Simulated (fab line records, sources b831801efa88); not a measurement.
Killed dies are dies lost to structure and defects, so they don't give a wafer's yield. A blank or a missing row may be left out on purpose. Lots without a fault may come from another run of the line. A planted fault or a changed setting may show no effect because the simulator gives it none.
fab line records | flow sky130
record lots=7 wafers=21 last_day=47
route steps=708 shown LDD_HVP@287 LDD_LDN@289 PAD_OPEN@708
lots that met no fault: from a run of the same line without faults
start_h: hours from the record's first day to the start of the lot's first wafer shown | wait_h: hours since the lot's step before | " the same as in the row above | L1.1+2: a row that stands for several wafers | - no value, or no start given | * or withheld: withheld | < > ~ a bound
route shown NAME@n: a module of which the file shows steps, and the number in the route of the first | usual: mean/standard deviation of fault-free wafers | same: alike in all rows | chamber/n: place in a boat | sites: the reading at each site | _std_site: their standard deviation | _edge_site: outer sites' mean less inner sites' | radius_mm: how far each site lies from the wafer's centre | mask NAME#n: copy n | behind: the tool/chamber that last shaped the wafer | hold: why the lot was held/for how many hours/how that ended | device: the transistor (n, p or np) that didn't switch | end of line: the same wafers' tests at the end of the route | a step without rows: its recipe alone | killed: dies lost to structure and defects at the first sort, not the wafer's yield | map: a wafer's dies, x killed, . not, _ none there
set.NAME: the setting as run; set.NAME@STEP: as run at that earlier step | model.NAME: the simulator's own value behind a step, which no gauge read
lots at some steps of the route; a table a step, a row a wafer
services: from which hour (start_h, from the record's first day; less than 0 if before it) a tool's chamber was out of use, for how many hours, and why
## steps
# step SKY_LDD_HVP_STRIP_09
# recipe chemistry=O2/N2 power_w=1400 pressure_mtorr=1500 platen_temp_c=withheld o2_flow_sccm=3000 n2_flow_sccm=300 overash_fraction=0.5
# usual drypump_motor_current_A=5.4/0.49 oes_product_au=0.408/0.0048 strip_time_to_endpoint_s=4.131/0.013
# columns lot.wafer tool chamber start_h wait_h drypump_motor_current_A oes_product_au rf_hours_counter_h strip_time_to_endpoint_s
L560.2 plasma_asher-03 1 498.73 0.1 5.6 0.408 5 4.145
L560.4 " 0 " " 6.0 0.409 - 4.130
L560.6 " 1 " " 5.6 0.403 - 4.122
L561.1 plasma_asher-04 1 500.75 0.1 5.0 0.408 69 4.122
L561.4 " 1 " " 5.1 0.415 - 4.141
L561.6 " 0 " " 5.6 0.406 - 4.151
L562.1 plasma_asher-02 0 513.88 0.1 5.9 0.416 83 4.146
L562.5 " 1 " " 4.7 0.420 - 4.135
L562.6 " 0 " " 5.9 0.410 - 4.132
L565.1 plasma_asher-03 0 537.08 0.1 6.0 0.414 9 4.132
L565.2 " 1 " " 5.6 0.410 9 4.125
L565.5 " 1 " " 5.6 0.413 - 4.111
L566.3 plasma_asher-02 0 565.72 0.1 5.8 0.410 - 4.125
L566.5 " 0 " " 5.8 0.405 - 4.113
L566.6 " 1 " " 4.7 0.408 - 4.128
L567.1 plasma_asher-03 0 566.58 0.1 6.0 0.405 12 4.125
L567.3 " 1 " " 5.6 0.405 - 4.121
L567.6 " 0 " " 6.0 0.409 - 4.127
L568.1 plasma_asher-04 1 571.65 0.1 5.0 0.406 77 4.113
L568.3 " 1 " " 5.0 0.415 - 4.133
L568.4 " 0 " " 5.7 0.396 - 4.128
# step SKY_LDD_HVP_TW_MEAS_10
# usual LDD_HVP_TW=455/3.7
# columns lot.wafer tool chamber start_h wait_h LDD_HVP_TW
L560.2 film_metro-03 - 498.84 0.1 451
L560.4 " - " " 451
L560.6 " - " " 451
L561.1 film_metro-04 - 500.85 0.1 455
L561.4 " - " " 457
L561.6 " - " " 452
L562.1 film_metro-03 - 513.98 0.1 451
L562.5 " - " " 450
L562.6 " - " " 449
L565.1 film_metro-04 - 537.18 0.1 459
L565.2 " - " " 460
L565.5 " - " " 456
L566.3 film_metro-01 - 565.80 0.1 458
L566.5 " - " " 456
L566.6 " - " " 457
L567.1 film_metro-03 - 566.68 0.1 449
L567.3 " - " " 450
L567.6 " - " " 450
L568.1 film_metro-04 - 571.75 0.1 456
L568.3 " - " " 458
L568.4 " - " " 458
# step SKY_LDD_LDN_DEHYDRATE_00
# recipe temp_c=200 time_s=60
# step SKY_LDD_LDN_HMDS_01
# recipe prime_time_s=60 prime_temp_c=119
# step SKY_LDD_LDN_COAT_02
# recipe resist=NOVOLAK spin_rpm=3000 resist_thk_nm=1140
# step SKY_LDD_LDN_SOFTBAKE_03
# recipe temp_c=90 time_s=60 resist=NOVOLAK
# step SKY_LDD_LDN_EXPOSE_04
# recipe mask_id=LDNTM na=0.6 source_shape=conventional sigma_outer=0.6 polarization=unpolarized target_cd_nm=700 dose_mj=140
# step SKY_LDD_LDN_PEB_05
# recipe temp_c=withheld time_s=* resist=NOVOLAK
# step SKY_LDD_LDN_DEVELOP_06
# recipe resist=NOVOLAK developer=TMAH develop_time_s=60 dev_temp_c=23
# step SKY_LDD_LDN_OVL_MEAS_07
# usual LDD_LDN_OVL=0.5/1.4
# columns lot.wafer tool chamber start_h wait_h LDD_LDN_OVL[nm]
L560.2 overlay-02 - 529.60 0.1 1.8
L560.4 " - " " 1.7
L560.6 " - " " 0.4
L561.1 overlay-02 - 531.39 0.1 -0.4
L561.4 " - " " -0.2
L561.6 " - " " 0.8
L562.1 overlay-01 - 543.85 0.1 -3.3
L562.5 " - " " -2.6
L562.6 " - " " -1.0
L565.1 overlay-01 - 566.99 0.1 0.1
L565.2 " - " " -1.6
L565.5 " - " " -2.3
L566.3 overlay-02 - 595.11 0.1 -0.1
L566.5 " - " " -0.4
L566.6 " - " " -0.8
L567.1 overlay-02 - 595.99 0.1 1.1
L567.3 " - " " 0.0
L567.6 " - " " 1.2
L568.1 overlay-02 - 600.75 0.1 2.2
L568.3 " - " " 1.4
L568.4 " - " " -0.1
# step SKY_LDD_LDN_IMPLANT_08
# recipe species=As energy_kev=15 dose_cm2=1.25e+13 tilt_deg=withheld rotation_deg=23
# step SKY_LDD_LDN_IMPLANT_09
# recipe species=As energy_kev=15 dose_cm2=1.25e+13 tilt_deg=withheld rotation_deg=113
# step SKY_LDD_LDN_IMPLANT_10
# recipe species=As energy_kev=15 dose_cm2=1.25e+13 tilt_deg=withheld rotation_deg=203
# usual beam_energy_keV=15.000/0.0053 implant_ion_amu=75/0 rotation_deg=202.99/0.041
# columns lot.wafer tool chamber start_h wait_h beam_energy_keV implant_ion_amu rotation_deg model.implant.rp_nm model.implant.drp_nm
L560.2 implanter-03 0 529.95 0.1 15.008 75 203.00 12.25 5.933
L560.4 " 0 " " 15.000 75 203.00 12.25 5.933
L560.6 " 0 " " 14.993 75 203.03 12.25 5.933
L561.1 implanter-02 0 531.73 0.1 14.993 75 203.05 12.78 5.933
L561.4 " 0 " " 14.996 75 203.03 12.78 5.933
L561.6 " 0 " " 14.999 75 202.98 12.78 5.933
L562.1 implanter-04 0 544.18 0.1 14.999 75 202.99 12.71 5.933
L562.5 " 0 " " 15.000 75 202.98 12.71 5.933
L562.6 " 0 " " 14.999 75 202.91 12.71 5.933
L565.1 implanter-02 0 567.33 0.1 14.994 75 202.98 12.67 5.933
L565.2 " 0 " " 14.998 75 202.97 12.67 5.933
L565.5 " 0 " " 15.003 75 202.95 12.67 5.933
L566.3 implanter-04 0 595.48 0.1 14.999 31 202.99 22.37 10.9
L566.5 " 0 " " 15.008 31 202.95 22.37 10.9
L566.6 " 0 " " 14.996 31 202.98 22.37 10.9
L567.1 implanter-03 0 596.33 0.1 14.998 31 203.03 22.47 10.9
L567.3 " 0 " " 15.003 31 203.09 22.47 10.9
L567.6 " 0 " " 15.004 31 202.98 22.47 10.9
L568.1 implanter-04 0 601.08 0.1 15.005 31 202.93 22.86 10.9
L568.3 " 0 " " 15.010 31 203.04 22.86 10.9
L568.4 " 0 " " 15.001 31 202.93 22.86 10.9
# step SKY_LDD_LDN_IMPLANT_11
# recipe species=As energy_kev=15 dose_cm2=1.25e+13 tilt_deg=withheld rotation_deg=293
# step SKY_LDD_LDN_STRIP_12
# recipe chemistry=O2/N2 power_w=1400 pressure_mtorr=1500 platen_temp_c=withheld o2_flow_sccm=3000 n2_flow_sccm=300 overash_fraction=0.5
# usual drypump_motor_current_A=5.4/0.41 oes_product_au=0.715/0.0047 strip_time_to_endpoint_s=14.16/0.034
# columns lot.wafer tool chamber start_h wait_h drypump_motor_current_A oes_product_au rf_hours_counter_h strip_time_to_endpoint_s
L560.2 plasma_asher-01 0 530.23 0.1 5.5 0.711 41 14.14
L560.4 " 0 " " 5.4 0.723 - 14.12
L560.6 " 1 " " 5.5 0.716 - 14.17
L561.1 plasma_asher-01 1 532.03 0.1 5.5 0.718 41 14.17
L561.4 " 0 " " 5.4 0.723 - 14.16
L561.6 " 0 " " 5.5 0.716 - 14.13
L562.1 plasma_asher-04 1 544.48 0.1 5.0 0.715 74 14.20
L562.5 " 1 " " 5.0 0.719 - 14.14
L562.6 " 0 " " 5.6 0.722 - 14.19
L565.1 plasma_asher-04 1 567.63 0.1 5.0 0.718 76 14.14
L565.2 " 0 " " 5.6 0.715 76 14.11
L565.5 " 1 " " 5.0 0.713 - 14.13
L566.3 plasma_asher-04 0 595.76 0.1 5.7 0.718 - 14.15
L566.5 " 1 " " 5.0 0.709 - 14.18
L566.6 " 0 " " 5.6 0.712 - 14.14
L567.1 plasma_asher-01 0 596.63 0.1 5.4 0.714 47 14.19
L567.3 " 0 " " 5.4 0.713 - 14.21
L567.6 " 0 " " 5.4 0.714 - 14.19
L568.1 plasma_asher-01 1 601.38 0.1 5.5 0.718 47 14.22
L568.3 " 0 " " 5.4 0.719 - 14.15
L568.4 " 1 " " 5.5 0.718 - 14.19
# step SKY_LDD_LDN_TW_MEAS_13
# usual LDD_LDN_TW=1480/7.5
# columns lot.wafer tool chamber start_h wait_h LDD_LDN_TW
L560.2 film_metro-04 - 530.34 0.1 1494
L560.4 " - " " 1488
L560.6 " - " " 1485
L561.1 film_metro-04 - 532.13 0.1 1483
L561.4 " - " " 1491
L561.6 " - " " 1475
L562.1 film_metro-04 - 544.58 0.1 1489
L562.5 " - " " 1480
L562.6 " - " " 1489
L565.1 film_metro-01 - 567.73 0.1 1485
L565.2 " - " " 1487
L565.5 " - " " 1477
L566.3 film_metro-02 - 595.85 0.1 1414
L566.5 " - " " 1406
L566.6 " - " " 1413
L567.1 film_metro-01 - 596.73 0.1 1421
L567.3 " - " " 1423
L567.6 " - " " 1423
L568.1 film_metro-01 - 601.48 0.1 1410
L568.3 " - " " 1422
L568.4 " - " " 1418
# step SKY_LDD_LDN_CLEAN_14
# recipe chemistry=SC1/SC2 mix=1:4:20 temp_c=70 time_s=150 dry=n2_spin
# step SKY_PAD_OPEN_PROBE_99
# usual killed_at_M0_to_M3=44/7.1 killed_at_M4_up=3.1/1.9 killed_at_contacts=25/5.8 killed_at_front_end=16/4.5 killed_at_other=0.3/0.52 killed_dies=88/9.1 killed_open=48/6.8 killed_short=39/5.8
# same gross_dies=492 killed_at_back_side=0
# columns lot.wafer tool chamber start_h wait_h killed_at_M0_to_M3 killed_at_M4_up killed_at_contacts killed_at_front_end killed_at_other killed_dies killed_open killed_short model.etest.tip_sonos.rs_ohm_sq model.etest.sonos_uncharged.r_on_ohm_um model.etest.sonos_programmed.off_log10_a_um model.etest.sonos_programmed.vt_v model.etest.sonos_baked.vt_v model.etest.sonos_uncharged.vt_v model.etest.sonos_erased.vt_v
L560.2 prober-01 - 1077.46 0.1 40 2 24 12 0 78 47 30 2632 790.8 -13.89 1.641 1.081 -0.443 -2.373
L560.4 prober-01 - 1077.56 0.2 37 2 15 14 1 69 32 36 2629 802.4 -14.03 1.498 0.9945 -0.4774 -2.384
L560.6 prober-01 - 1077.66 0.2 38 0 23 9 1 71 43 28 2654 802.8 -14.04 1.555 0.9929 -0.439 -2.363
L561.1 prober-02 - 1080.06 0.1 49 5 28 19 0 101 55 46 2601 814 -14.04 1.539 0.9868 -0.4328 -2.364
L561.4 prober-02 - 1080.21 0.2 47 2 32 17 1 99 56 43 2628 796.4 -13.92 1.503 0.9343 -0.4174 -2.328
L561.6 prober-02 - 1080.31 0.2 43 5 22 22 1 93 51 42 2636 820 -14.08 1.491 1.008 -0.3838 -2.3
L562.1 prober-01 - 1089.91 0.1 35 5 21 18 0 79 47 32 2678 801.6 -13.99 1.504 0.9628 -0.4809 -2.324
L562.5 prober-01 - 1090.11 0.2 49 2 22 19 0 92 53 36 2655 811.8 -14.01 1.498 0.9206 -0.4263 -2.281
L562.6 prober-01 - 1090.16 0.2 41 4 19 18 0 82 42 39 2661 821.2 -13.94 1.381 0.8983 -0.4537 -2.247
L565.1 prober-02 - 1104.86 0.1 30 2 37 12 1 82 42 40 2568 813.4 -13.9 1.485 0.9347 -0.4464 -2.316
L565.2 prober-02 - 1104.91 0.1 40 3 24 21 0 88 54 34 2625 806.3 -13.92 1.463 0.9784 -0.4497 -2.273
L565.5 prober-02 - 1105.06 0.2 33 4 22 20 0 79 42 36 2585 805.5 -14.08 1.441 0.9502 -0.4152 -2.351
L566.3 prober-01 - 1132.25 0.2 34 3 16 16 0 69 35 34 1926 763.3 -12.23 1.314 0.8492 -0.5397 -2.399
L566.5 prober-01 - 1132.35 0.2 49 1 19 12 1 82 43 38 1928 787.3 -12.44 1.242 0.7779 -0.4967 -2.321
L566.6 prober-01 - 1132.40 0.2 51 6 17 12 0 86 47 39 1926 777.1 -12.68 1.289 0.8104 -0.5008 -2.332
L567.1 prober-02 - 1135.52 0.1 39 4 29 9 1 82 48 34 1856 750.5 -12.46 1.344 0.8079 -0.5498 -2.416
L567.3 prober-02 - 1135.62 0.2 37 1 30 9 0 77 34 43 1856 757.4 -12.47 1.364 0.8586 -0.5468 -2.448
L567.6 prober-02 - 1135.77 0.2 43 3 22 14 0 82 48 34 1840 760.5 -12.43 1.407 0.8968 -0.5244 -2.468
L568.1 prober-02 - 1138.00 0.1 60 1 18 12 0 91 58 33 1872 775.6 -12.49 1.308 0.8291 -0.5577 -2.386
L568.3 prober-02 - 1138.10 0.2 42 8 23 19 0 92 47 45 1894 786.5 -12.46 1.255 0.7723 -0.498 -2.336
L568.4 prober-02 - 1138.15 0.2 55 2 23 19 0 99 55 43 1887 803.4 -12.22 1.186 0.7666 -0.5175 -2.268
# killed by level:class
L560.2 CONTACT:geometric_particle:open=14 VIA1:geometric_particle:open=13 VIA1:geometric_particle:short=7 FIELD_ISO:geometric_particle:open=5 POLY_GATE:geometric_particle:short=5 METAL2:geometric_particle:short=5 VIA3:geometric_particle:open=5 LI_CONTACT:geometric_particle:short=3
L560.4 VIA3:geometric_particle:open=8 FIELD_ISO:geometric_particle:short=6 VIA2:geometric_particle:open=6 LI_CONTACT:geometric_particle:open=5 VIA1:geometric_particle:short=5 METAL2:geometric_particle:short=5 METAL1:geometric_particle:short=4 CONTACT:geometric_particle:open=4
L560.6 CONTACT:geometric_particle:open=11 VIA1:geometric_particle:open=9 METAL2:geometric_particle:short=5 VIA2:geometric_particle:open=5 FIELD_ISO:geometric_particle:short=4 METAL1:geometric_particle:open=4 METAL1:geometric_particle:short=4 VIA1:geometric_particle:short=4
L561.1 VIA1:geometric_particle:open=14 METAL2:geometric_particle:short=11 VIA2:geometric_particle:open=10 LOCAL_INTERCONNECT:geometric_particle:short=7 CONTACT:geometric_particle:short=7 POLY_GATE:geometric_particle:short=6 LI_CONTACT:geometric_particle:open=6 FIELD_ISO:geometric_particle:open=5
L561.4 CONTACT:geometric_particle:open=12 VIA1:geometric_particle:open=11 METAL2:geometric_particle:short=7 LI_CONTACT:geometric_particle:open=7 METAL1:geometric_particle:short=7 VIA3:geometric_particle:open=7 POLY_GATE:geometric_particle:open=6 POLY_GATE:geometric_particle:short=5
L561.6 VIA1:geometric_particle:open=11 CONTACT:geometric_particle:open=9 POLY_GATE:geometric_particle:open=7 LI_CONTACT:geometric_particle:open=7 FIELD_ISO:geometric_particle:short=6 METAL2:geometric_particle:short=6 VIA3:geometric_particle:open=6 METAL1:geometric_particle:short=5
L562.1 VIA1:geometric_particle:open=10 CONTACT:geometric_particle:open=10 CONTACT:geometric_particle:short=5 VIA2:geometric_particle:open=5 FIELD_ISO:geometric_particle:short=4 POLY_GATE:geometric_particle:open=4 POLY_GATE:geometric_particle:short=4 LI_CONTACT:geometric_particle:open=4
L562.5 CONTACT:geometric_particle:open=11 METAL2:geometric_particle:short=11 VIA2:geometric_particle:open=9 VIA1:geometric_particle:open=8 VIA3:geometric_particle:open=7 FIELD_ISO:geometric_particle:open=5 VIA3:geometric_particle:short=5 LI_CONTACT:geometric_particle:open=4
L562.6 VIA1:geometric_particle:open=7 METAL1:geometric_particle:short=7 VIA3:geometric_particle:open=6 LI_CONTACT:geometric_particle:open=5 CONTACT:geometric_particle:open=5 POLY_GATE:geometric_particle:open=4 VIA1:geometric_particle:short=4 CONTACT:geometric_particle:short=4
L565.1 LI_CONTACT:geometric_particle:open=9 LOCAL_INTERCONNECT:geometric_particle:short=9 CONTACT:geometric_particle:short=8 VIA3:geometric_particle:open=6 CONTACT:geometric_particle:open=6 VIA1:geometric_particle:open=6 FIELD_ISO:geometric_particle:open=3 POLY_GATE:geometric_particle:short=3
L565.2 CONTACT:geometric_particle:open=11 FIELD_ISO:geometric_particle:open=7 VIA2:geometric_particle:open=7 VIA1:geometric_particle:open=7 LI_CONTACT:geometric_particle:open=6 VIA1:geometric_particle:short=6 POLY_GATE:geometric_particle:open=5 CONTACT:geometric_particle:short=5
L565.5 VIA1:geometric_particle:open=9 LI_CONTACT:geometric_particle:open=7 POLY_GATE:geometric_particle:open=5 POLY_GATE:geometric_particle:short=5 CONTACT:geometric_particle:short=5 VIA2:geometric_particle:open=5 VIA3:geometric_particle:open=5 LOCAL_INTERCONNECT:geometric_particle:short=4
L566.3 VIA1:geometric_particle:open=8 CONTACT:geometric_particle:open=6 VIA3:geometric_particle:open=6 VIA1:geometric_particle:short=5 FIELD_ISO:geometric_particle:open=4 METAL1:geometric_particle:short=4 METAL3:geometric_particle:short=4 FIELD_ISO:geometric_particle:short=3
L566.5 VIA1:geometric_particle:open=13 VIA1:geometric_particle:short=8 CONTACT:geometric_particle:open=7 METAL1:geometric_particle:short=7 LI_CONTACT:geometric_particle:open=6 METAL2:geometric_particle:short=5 VIA2:geometric_particle:short=5 FIELD_ISO:geometric_particle:open=4
L566.6 VIA1:geometric_particle:open=10 VIA3:geometric_particle:open=8 CONTACT:geometric_particle:open=7 METAL1:geometric_particle:short=7 VIA2:geometric_particle:open=7 METAL2:geometric_particle:short=6 LOCAL_INTERCONNECT:geometric_particle:short=5 POLY_GATE:geometric_particle:open=3
L567.1 CONTACT:geometric_particle:open=15 VIA1:geometric_particle:open=10 VIA3:geometric_particle:open=9 CONTACT:geometric_particle:short=7 VIA1:geometric_particle:short=5 FIELD_ISO:geometric_particle:short=4 VIA2:geometric_particle:open=4 METAL1:geometric_particle:short=3
L567.3 LOCAL_INTERCONNECT:geometric_particle:short=9 VIA1:geometric_particle:open=8 VIA3:geometric_particle:open=7 CONTACT:geometric_particle:open=7 METAL1:geometric_particle:short=6 LI_CONTACT:geometric_particle:short=5 CONTACT:geometric_particle:short=5 POLY_GATE:geometric_particle:short=3
L567.6 VIA3:geometric_particle:open=9 VIA1:geometric_particle:open=8 CONTACT:geometric_particle:open=7 METAL1:geometric_particle:short=6 CONTACT:geometric_particle:short=6 FIELD_ISO:geometric_particle:open=5 VIA1:geometric_particle:short=5 LOCAL_INTERCONNECT:geometric_particle:short=4
L568.1 VIA1:geometric_particle:open=23 CONTACT:geometric_particle:open=11 VIA2:geometric_particle:open=7 METAL2:geometric_particle:short=7 FIELD_ISO:geometric_particle:open=4 POLY_GATE:geometric_particle:short=4 METAL1:geometric_particle:short=4 VIA3:geometric_particle:open=4
L568.3 VIA1:geometric_particle:open=8 CONTACT:geometric_particle:open=7 METAL4:geometric_particle:short=7 VIA2:geometric_particle:open=6 LI_CONTACT:geometric_particle:open=6 FIELD_ISO:geometric_particle:open=5 FIELD_ISO:geometric_particle:short=5 CONTACT:geometric_particle:short=5
L568.4 VIA1:geometric_particle:open=15 VIA3:geometric_particle:open=11 VIA1:geometric_particle:short=9 LI_CONTACT:geometric_particle:open=7 METAL2:geometric_particle:short=6 FIELD_ISO:geometric_particle:short=5 FIELD_ISO:geometric_particle:open=5 LOCAL_INTERCONNECT:geometric_particle:short=5
## services
# columns tool chamber start_h hours kind
plasma_asher-01 - 487.77 3.3 repair
plasma_asher-03 - 488.21 2.8 repair
implanter-02 - 508.42 4.0 pm
implanter-02 - 527.32 4.0 repair
implanter-03 - 531.66 2.6 repair
plasma_asher-01 - 547.51 7.4 repair
implanter-04 - 564.33 1.2 repair
implanter-02 - 592.76 2.9 repair
plasma_asher-04 - 597.72 28.1 pm
## key
first_sign step=SKY_LDD_LDN_IMPLANT_10 reading=implant_ion_amu direction=down sigmas=99+ usual=75 struck=31
effect step=SKY_LDD_LDN_TW_MEAS_13 reading=LDD_LDN_TW direction=down sigmas=8.4 usual=1480 struck=1417
model_effect step=SKY_LDD_LDN_IMPLANT_10 value=implant.rp_nm without=12.69 struck=22.57
model_effect step=SKY_PAD_OPEN_PROBE_99 value=etest.tip_sonos.rs_ohm_sq without=2637 struck=1887
met_at SKY_LDD_LDN_IMPLANT_10
struck_wafers L566.3,L566.5,L566.6,L567.1,L567.3,L567.6,L568.1,L568.3,L568.4
tester_left_out L566,L567,L568
onset_between 567.33 595.48
fault kind=wrong_recipe_download tool=implanter-02,implanter-03,implanter-04 chamber=- onset_h=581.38 steps=SKY_LDD_LDN_IMPLANT_10 wrong_recipe.not_listed=1
# tester_left_out: of these lots the tester's yield and bins aren't shown, on N5 and GAA mostly nor the transistor test; their killed dies are dies lost to structure and defects alone, not to doping, threshold or leakage, so they don't give the yield
